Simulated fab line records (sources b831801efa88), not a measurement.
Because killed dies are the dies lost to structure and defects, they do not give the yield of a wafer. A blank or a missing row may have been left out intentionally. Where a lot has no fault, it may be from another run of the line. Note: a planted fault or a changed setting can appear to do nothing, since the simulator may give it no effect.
fab line records | flow gf180mcu
record: lots: 12 | wafers: 36 | lastDay: 33
route steps=602 shown HV_LDD@185 M2@362
lots with no fault: from the same line, run without faults
startH: hours from the record's opening day to when the first of the lot's shown wafers began | waitH: hours elapsed since this lot's preceding step | " the same as in the row above | L1.1+2: a row that stands for several wafers | - no value present, or no start provided | * or withheld: withheld | < > ~ a bound
route shown NAME@n: NAME is a module with steps in the file, n the number in the route of the first one | usual: mean and standard deviation over wafers with no fault | same: alike in all rows | chamber/n: place in a boat | sites: the reading at each site | _std_site: how widely they spread, as a standard deviation | _edge_site: mean of outer sites minus mean of inner sites | radiusMm: how far each site lies from the wafer's centre | mask NAME#n: copy n | behind: tool/chamber where the wafer was last shaped | hold: why the lot went on hold/how many hours it stayed there/how the hold came to an end | device: transistor that didn't switch, given as n, p or np | end of line: the route-end tests of the same wafers | a step given without rows: its recipe and nothing more | killed: dies lost to structure and defects at the first sort, not the wafer's yield | map: dies across one wafer; x = killed, . = not, _ = none there
set.NAME: setting as actually run; set.NAME@STEP: the setting as run at that earlier step | model.NAME: the simulator's own value behind a step, which no gauge read
one table for each step of the route and one row for each wafer, over a sample of lots
services: from which hour (startH, from the record's first day; less than 0 if before it) a tool's chamber was out of use, for how many hours, and why
== steps ==
step: GF_HV_LDD_IMPLANT_09
recipe: species: As | energyKev: 40 | doseCm2: 1e+14 | tiltDeg: 7
usual: doseIonsCm2: 1e+14/9.8e+10 | faradayCurrentUA: 563/11
same: implantIonAmu: 75
lot.wafer | tool         | chamber | startH | waitH | doseIonsCm2 | faradayCurrentUA
L741.1    | implanter-03 | 0       | 218.12 | 0.0   | 9.997e+13   | 552
L741.3    | "            | 0       | "      | "     | 9.986e+13   | 560
L741.5    | "            | 0       | "      | "     | 1.0001e+14  | 560
L744.4    | implanter-03 | 0       | 237.44 | 0.1   | 1.0007e+14  | 542
L744.5    | "            | 0       | "      | "     | 9.992e+13   | 574
L744.6    | "            | 0       | "      | "     | 9.992e+13   | 568
L745.1    | implanter-04 | 0       | 247.70 | 0.0   | 1.0009e+14  | 561
L745.2    | "            | 0       | "      | "     | 1.002e+14   | 564
L745.5    | "            | 0       | "      | "     | 1.0006e+14  | 567
L749.1    | implanter-04 | 0       | 277.66 | 0.0   | 1.0001e+14  | 579
L749.4    | "            | 0       | "      | "     | 1.0013e+14  | 571
L749.5    | "            | 0       | "      | "     | 9.985e+13   | 566
L750.1    | implanter-03 | 0       | 281.23 | 0.0   | 1.0005e+14  | 573
L750.2    | "            | 0       | "      | "     | 9.996e+13   | 559
L750.5    | "            | 0       | "      | "     | 9.999e+13   | 566
L751.2    | implanter-04 | 0       | 292.73 | 0.0   | 1.0001e+14  | 539
L751.5    | "            | 0       | "      | "     | 1.0002e+14  | 567
L751.6    | "            | 0       | "      | "     | 9.997e+13   | 562
L752.3    | implanter-03 | 0       | 297.66 | 0.1   | 9.991e+13   | 558
L752.4    | "            | 0       | "      | "     | 9.999e+13   | 563
L752.5    | "            | 0       | "      | "     | 9.986e+13   | 552
L753.4    | implanter-04 | 0       | 311.93 | 0.1   | 1.0001e+14  | 565
L753.5    | "            | 0       | "      | "     | 1.0007e+14  | 553
L753.6    | "            | 0       | "      | "     | 1.0008e+14  | 570
L758.1    | implanter-01 | 0       | 344.16 | 0.0   | 1.0004e+14  | 572
L758.5    | "            | 0       | "      | "     | 1.0003e+14  | 539
L758.6    | "            | 0       | "      | "     | 9.991e+13   | 575
L759.3    | implanter-03 | 0       | 353.41 | 0.1   | 8.599e+13   | 481
L759.4    | "            | 0       | "      | "     | 8.588e+13   | 502
L759.5    | "            | 0       | "      | "     | 8.592e+13   | 501
L760.2    | implanter-01 | 0       | 362.99 | 0.0   | 1.0009e+14  | 564
L760.4    | "            | 0       | "      | "     | 9.986e+13   | 548
L760.6    | "            | 0       | "      | "     | 9.999e+13   | 562
L761.1    | implanter-03 | 0       | 367.78 | 0.0   | 8.587e+13   | 490
L761.3    | "            | 0       | "      | "     | 8.616e+13   | 473
L761.4    | "            | 0       | "      | "     | 8.601e+13   | 489
step: GF_HV_LDD_TW_MEAS_11
usual: HV_LDD_TW: 2429/20
lot.wafer | tool         | chamber | startH | waitH | HV_LDD_TW
L741.1    | filmMetro-04 | -       | 218.37 | 0.1   | 2450
L741.3    | "            | -       | "      | "     | 2472
L741.5    | "            | -       | "      | "     | 2466
L744.4    | filmMetro-04 | -       | 237.64 | 0.1   | 2465
L744.5    | "            | -       | "      | "     | 2462
L744.6    | "            | -       | "      | "     | 2466
L745.1    | filmMetro-01 | -       | 247.95 | 0.1   | 2419
L745.2    | "            | -       | "      | "     | 2408
L745.5    | "            | -       | "      | "     | 2407
L749.1    | filmMetro-02 | -       | 277.91 | 0.1   | 2395
L749.4    | "            | -       | "      | "     | 2393
L749.5    | "            | -       | "      | "     | 2415
L750.1    | filmMetro-04 | -       | 281.48 | 0.1   | 2439
L750.2    | "            | -       | "      | "     | 2431
L750.5    | "            | -       | "      | "     | 2426
L751.2    | filmMetro-04 | -       | 292.96 | 0.1   | 2446
L751.5    | "            | -       | "      | "     | 2444
L751.6    | "            | -       | "      | "     | 2449
L752.3    | filmMetro-04 | -       | 297.88 | 0.1   | 2423
L752.4    | "            | -       | "      | "     | 2445
L752.5    | "            | -       | "      | "     | 2445
L753.4    | filmMetro-04 | -       | 312.13 | 0.1   | 2456
L753.5    | "            | -       | "      | "     | 2445
L753.6    | "            | -       | "      | "     | 2439
L758.1    | filmMetro-02 | -       | 344.41 | 0.1   | 2403
L758.5    | "            | -       | "      | "     | 2413
L758.6    | "            | -       | "      | "     | 2417
L759.3    | filmMetro-04 | -       | 353.63 | 0.1   | 2347
L759.4    | "            | -       | "      | "     | 2344
L759.5    | "            | -       | "      | "     | 2355
L760.2    | filmMetro-01 | -       | 363.22 | 0.1   | 2433
L760.4    | "            | -       | "      | "     | 2421
L760.6    | "            | -       | "      | "     | 2437
L761.1    | filmMetro-01 | -       | 368.03 | 0.1   | 2328
L761.3    | "            | -       | "      | "     | 2334
L761.4    | "            | -       | "      | "     | 2316
step: GF_HV_LDD_RS_MEAS_53
recipe: thkMeasGauge: four-point-probe
usual: HV_LDD_RS: 418.5/1.1
lot.wafer | tool         | chamber | startH | waitH | HV_LDD_RS[ohm/sq]
L741.1    | filmMetro-01 | -       | 274.43 | 0.1   | 417.5
L741.3    | "            | -       | "      | "     | 418.8
L741.5    | "            | -       | "      | "     | 417.8
L744.4    | filmMetro-01 | -       | 296.16 | 0.1   | 418.5
L744.5    | "            | -       | "      | "     | 419.3
L744.6    | "            | -       | "      | "     | 419.4
L745.1    | filmMetro-02 | -       | 308.04 | 0.1   | 418.5
L745.2    | "            | -       | "      | "     | 417.4
L745.5    | "            | -       | "      | "     | 417.2
L749.1    | filmMetro-02 | -       | 339.86 | 0.1   | 417.4
L749.4    | "            | -       | "      | "     | 417.5
L749.5    | "            | -       | "      | "     | 416.6
L750.1    | filmMetro-02 | -       | 342.64 | 0.1   | 419.7
L750.2    | "            | -       | "      | "     | 418.1
L750.5    | "            | -       | "      | "     | 419.0
L751.2    | filmMetro-04 | -       | 354.45 | 0.1   | 419.2
L751.5    | "            | -       | "      | "     | 418.1
L751.6    | "            | -       | "      | "     | 417.7
L752.3    | filmMetro-04 | -       | 359.89 | 0.1   | 419.8
L752.4    | "            | -       | "      | "     | 420.0
L752.5    | "            | -       | "      | "     | 419.2
L753.4    | filmMetro-04 | -       | 377.14 | 0.1   | 419.7
L753.5    | "            | -       | "      | "     | 419.3
L753.6    | "            | -       | "      | "     | 418.3
L758.1    | filmMetro-01 | -       | 412.53 | 0.1   | 417.8
L758.5    | "            | -       | "      | "     | 419.5
L758.6    | "            | -       | "      | "     | 419.2
L759.3    | filmMetro-01 | -       | 423.39 | 0.1   | 446.0
L759.4    | "            | -       | "      | "     | 445.7
L759.5    | "            | -       | "      | "     | 446.3
L760.2    | filmMetro-02 | -       | 434.96 | 0.1   | 417.7
L760.4    | "            | -       | "      | "     | 417.4
L760.6    | "            | -       | "      | "     | 415.8
L761.1    | filmMetro-04 | -       | 438.28 | 0.1   | 447.4
L761.3    | "            | -       | "      | "     | 447.6
L761.4    | "            | -       | "      | "     | 446.7
step: GF_M2_SPUTTER_00
recipe: material: Ti | targetThkNm: 37.5 | arrivingIonEnergyEv: 80 | substrateTempC: 200 | chamberPressurePa: 2 | powerW: 4000 | timeS: 150
usual: throttleValvePct: 29.5/1.1
lot.wafer | tool          | chamber | startH | waitH | throttleValvePct
L741.1    | pvdSputter-04 | -       | 412.62 | 0.1   | 29.6
L741.3    | "             | -       | "      | "     | 27.9
L741.5    | "             | -       | "      | "     | 27.7
L744.4    | pvdSputter-04 | -       | 442.15 | 0.1   | 30.7
L744.5    | "             | -       | "      | "     | 29.4
L744.6    | "             | -       | "      | "     | 29.5
L745.1    | pvdSputter-04 | -       | 450.13 | 0.1   | 29.4
L745.2    | "             | -       | "      | "     | 29.1
L745.5    | "             | -       | "      | "     | 31.0
L749.1    | pvdSputter-03 | -       | 489.23 | 0.1   | 30.6
L749.4    | "             | -       | "      | "     | 28.2
L749.5    | "             | -       | "      | "     | 30.7
L750.1    | pvdSputter-04 | -       | 492.15 | 0.2   | 29.7
L750.2    | "             | -       | "      | "     | 29.5
L750.5    | "             | -       | "      | "     | 28.1
L751.2    | pvdSputter-03 | -       | 505.43 | 0.1   | 30.4
L751.5    | "             | -       | "      | "     | 28.4
L751.6    | "             | -       | "      | "     | 30.4
L752.3    | pvdSputter-03 | -       | 508.70 | 0.2   | 30.6
L752.4    | "             | -       | "      | "     | 28.2
L752.5    | "             | -       | "      | "     | 30.7
L753.4    | pvdSputter-04 | -       | 530.28 | 0.2   | 29.7
L753.5    | "             | -       | "      | "     | 29.3
L753.6    | "             | -       | "      | "     | 31.0
L758.1    | pvdSputter-03 | -       | 561.90 | 0.1   | 29.2
L758.5    | "             | -       | "      | "     | 30.6
L758.6    | "             | -       | "      | "     | 30.3
L759.3    | pvdSputter-04 | -       | 572.19 | 0.2   | 29.4
L759.4    | "             | -       | "      | "     | 29.4
L759.5    | "             | -       | "      | "     | 27.7
L760.2    | pvdSputter-03 | -       | 584.55 | 0.2   | 28.2
L760.4    | "             | -       | "      | "     | 28.7
L760.6    | "             | -       | "      | "     | 28.0
L761.1    | pvdSputter-03 | -       | 586.52 | 0.2   | 30.7
L761.3    | "             | -       | "      | "     | 28.2
L761.4    | "             | -       | "      | "     | 30.7
step: GF_M2_SPUTTER_01
recipe: material: TiN | targetThkNm: 30 | powerW: 6500 | timeS: 25 | chamberPressurePa: 0.4
usual: throttleValvePct: 29.5/1.1
lot.wafer | tool          | chamber | startH | waitH | throttleValvePct
L741.1    | pvdSputter-04 | -       | 412.72 | 0.1   | 29.3
L741.3    | "             | -       | "      | "     | 27.9
L741.5    | "             | -       | "      | "     | 27.7
L744.4    | pvdSputter-04 | -       | 442.25 | 0.1   | 30.9
L744.5    | "             | -       | "      | "     | 29.3
L744.6    | "             | -       | "      | "     | 29.4
L745.1    | pvdSputter-04 | -       | 450.23 | 0.1   | 29.4
L745.2    | "             | -       | "      | "     | 29.5
L745.5    | "             | -       | "      | "     | 30.8
L749.1    | pvdSputter-03 | -       | 489.33 | 0.1   | 30.8
L749.4    | "             | -       | "      | "     | 28.3
L749.5    | "             | -       | "      | "     | 30.7
L750.1    | pvdSputter-04 | -       | 492.25 | 0.1   | 29.5
L750.2    | "             | -       | "      | "     | 29.3
L750.5    | "             | -       | "      | "     | 28.0
L751.2    | pvdSputter-03 | -       | 505.53 | 0.1   | 30.5
L751.5    | "             | -       | "      | "     | 28.0
L751.6    | "             | -       | "      | "     | 30.5
L752.3    | pvdSputter-03 | -       | 508.80 | 0.1   | 30.5
L752.4    | "             | -       | "      | "     | 28.2
L752.5    | "             | -       | "      | "     | 30.3
L753.4    | pvdSputter-04 | -       | 530.38 | 0.1   | 29.5
L753.5    | "             | -       | "      | "     | 29.7
L753.6    | "             | -       | "      | "     | 30.8
L758.1    | pvdSputter-03 | -       | 562.00 | 0.1   | 28.7
L758.5    | "             | -       | "      | "     | 30.8
L758.6    | "             | -       | "      | "     | 30.5
L759.3    | pvdSputter-04 | -       | 572.29 | 0.1   | 29.4
L759.4    | "             | -       | "      | "     | 29.5
L759.5    | "             | -       | "      | "     | 28.0
L760.2    | pvdSputter-03 | -       | 584.65 | 0.1   | 28.0
L760.4    | "             | -       | "      | "     | 28.7
L760.6    | "             | -       | "      | "     | 28.2
L761.1    | pvdSputter-03 | -       | 586.62 | 0.1   | 30.7
L761.3    | "             | -       | "      | "     | 28.2
L761.4    | "             | -       | "      | "     | 30.3
step: GF_M2_SPUTTER_03
recipe: material: Ti | targetThkNm: 10 | substrateTempC: 300 | chamberPressurePa: 0.3 | powerW: 3000 | timeS: 6.7
usual: throttleValvePct: 29.5/1.1
lot.wafer | tool          | chamber | startH | waitH | throttleValvePct
L741.1    | pvdSputter-04 | -       | 412.78 | 0.0   | 29.7
L741.3    | "             | -       | "      | "     | 27.8
L741.5    | "             | -       | "      | "     | 28.0
L744.4    | pvdSputter-04 | -       | 442.31 | 0.0   | 31.0
L744.5    | "             | -       | "      | "     | 29.7
L744.6    | "             | -       | "      | "     | 29.2
L745.1    | pvdSputter-04 | -       | 450.29 | 0.0   | 29.0
L745.2    | "             | -       | "      | "     | 29.5
L745.5    | "             | -       | "      | "     | 30.9
L749.1    | pvdSputter-03 | -       | 489.39 | 0.0   | 30.6
L749.4    | "             | -       | "      | "     | 28.2
L749.5    | "             | -       | "      | "     | 30.9
L750.1    | pvdSputter-04 | -       | 492.31 | 0.0   | 29.2
L750.2    | "             | -       | "      | "     | 29.3
L750.5    | "             | -       | "      | "     | 28.0
L751.2    | pvdSputter-03 | -       | 505.59 | 0.0   | 30.2
L751.5    | "             | -       | "      | "     | 28.3
L751.6    | "             | -       | "      | "     | 30.4
L752.3    | pvdSputter-03 | -       | 508.86 | 0.0   | 30.8
L752.4    | "             | -       | "      | "     | 27.9
L752.5    | "             | -       | "      | "     | 30.4
L753.4    | pvdSputter-04 | -       | 530.44 | 0.0   | 29.5
L753.5    | "             | -       | "      | "     | 29.2
L753.6    | "             | -       | "      | "     | 31.2
L758.1    | pvdSputter-03 | -       | 562.06 | 0.0   | 28.5
L758.5    | "             | -       | "      | "     | 30.5
L758.6    | "             | -       | "      | "     | 30.3
L759.3    | pvdSputter-04 | -       | 572.35 | 0.0   | 29.5
L759.4    | "             | -       | "      | "     | 29.3
L759.5    | "             | -       | "      | "     | 27.6
L760.2    | pvdSputter-03 | -       | 584.71 | 0.0   | 28.2
L760.4    | "             | -       | "      | "     | 28.7
L760.6    | "             | -       | "      | "     | 28.1
L761.1    | pvdSputter-03 | -       | 586.68 | 0.0   | 30.7
L761.3    | "             | -       | "      | "     | 28.0
L761.4    | "             | -       | "      | "     | 30.5
== services ==
tool          | chamber | startH | hours | kind
implanter-03  | -       | 195.34 | 5.8   | pm
pvdSputter-04 | 0       | 195.81 | -     | consumableReplace:kit
pvdSputter-04 | 0       | 195.81 | 18.0  | scheduledDown
pvdSputter-04 | 0       | 195.81 | 18.0  | ventCycle
implanter-03  | -       | 202.53 | 9.6   | repair
implanter-04  | -       | 229.86 | 2.4   | repair
pvdSputter-03 | -       | 246.26 | 2.0   | repair
pvdSputter-03 | -       | 276.51 | 5.2   | repair
implanter-01  | -       | 315.71 | 7.4   | repair
pvdSputter-03 | 1       | 315.78 | -     | consumableReplace:kit
pvdSputter-03 | 1       | 315.78 | 18.0  | scheduledDown
pvdSputter-03 | 1       | 315.78 | 18.0  | ventCycle
pvdSputter-04 | 3       | 381.36 | -     | consumableReplace:kit
implanter-04  | -       | 389.63 | 5.2   | pm
implanter-01  | -       | 390.90 | 4.1   | pm
pvdSputter-03 | -       | 391.36 | 3.1   | repair
implanter-01  | -       | 421.63 | 10.4  | repair
pvdSputter-03 | -       | 445.67 | 4.9   | repair
implanter-01  | -       | 448.53 | 2.2   | repair
pvdSputter-04 | -       | 496.23 | 25.0  | repair
implanter-03  | -       | 520.75 | 2.3   | repair
implanter-04  | -       | 552.62 | 6.6   | repair
implanter-03  | -       | 563.16 | 1.4   | repair
implanter-01  | -       | 578.12 | 0.7   | repair
== key ==
firstSign: step: GF_HV_LDD_IMPLANT_09 | reading: doseIonsCm2 | direction: down | sigmas: 99+ | usual: 1e+14 | struck: 8.597e+13
effect: step: GF_HV_LDD_IMPLANT_09 | reading: faradayCurrentUA | direction: down | sigmas: 6.9 | usual: 563 | struck: 489
effect: step: GF_HV_LDD_TW_MEAS_11 | reading: HV_LDD_TW | direction: down | sigmas: 4.5 | usual: 2429 | struck: 2337
effect: step: GF_HV_LDD_RS_MEAS_53 | reading: HV_LDD_RS | direction: up | sigmas: 26 | usual: 418.5 | struck: 446.6
metAt GF_HV_LDD_IMPLANT_09
struckLots L759,L761
testerLeftOut L759,L761
notActingAt GF_M2_SPUTTER_00,GF_M2_SPUTTER_01,GF_M2_SPUTTER_03
onsetBetween 297.66 353.41
fault: kind: processParameterDrift | tool: implanter-03 | chamber: - | onsetH: 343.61 | steps: GF_HV_LDD_IMPLANT_09 | channel: doseCm2 | offset: -1.402e+13 | shape: step | endH: 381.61 | actsIn: theseRecipesOnly | stated: 1e+14
testerLeftOut: of these lots the tester's yield and bins aren't shown, on N5 and GAA mostly nor the transistor test; their killed dies are dies lost to structure and defects alone, not to doping, threshold or leakage, so they don't give the yield
